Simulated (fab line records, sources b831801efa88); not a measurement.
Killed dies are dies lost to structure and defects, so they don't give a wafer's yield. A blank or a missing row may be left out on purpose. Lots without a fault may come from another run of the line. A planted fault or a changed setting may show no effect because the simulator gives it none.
Which tool did it? | flow sky130 | 7 lots, 21 wafers sampled, at 1 step of a route of 708

WHAT THE GAUGES READ, wafer by wafer
SKY_LDD_P_OVL_MEAS_08.
lot  | measured     | on         | LDD_P_OVL (nm)
L406 | day 18 23:22 | overlay-01 | 0.8 0.0 0.9
L409 | day 20 05:52 | overlay-02 | -0.2 -0.1 -1.0
L414 | day 22 03:53 | overlay-01 | -0.4 1.2 0.4
L420 | day 24 12:19 | overlay-02 | 0.3 1.4 0.6
L423 | day 26 05:33 | overlay-01 | -0.4 -0.2 0.8
L425 | day 27 01:29 | overlay-02 | -0.2 2.3 -1.1
L428 | day 28 23:59 | overlay-01 | 0.6 2.2 0.9

WHICH TOOL RAN EACH LOT (tool, then ch and the chambers of the sampled wafers, then the start)
The record holds no process step before these readings.

THE ANSWER, worked out from the rows above alone
Rule: what is usual is taken from the lots themselves. Put in order of their means at a reading, lots are off if they are a third of the lots or fewer, leave a main group of 4 or more, and stand apart from it by a gap of 3 or more times the standard deviation of the main group's means; of several such gaps the widest counts. A main group whose means are all the same, to the digits that the tables above print for the reading, isn't used. A lot without any number at a reading at which 4 lots or more have one is off too. The other lots that the step has rows for count as sound.
No lot is off at any reading shown: from this, nothing can be told.

WHAT THE SIMULATOR HAD PUT IN
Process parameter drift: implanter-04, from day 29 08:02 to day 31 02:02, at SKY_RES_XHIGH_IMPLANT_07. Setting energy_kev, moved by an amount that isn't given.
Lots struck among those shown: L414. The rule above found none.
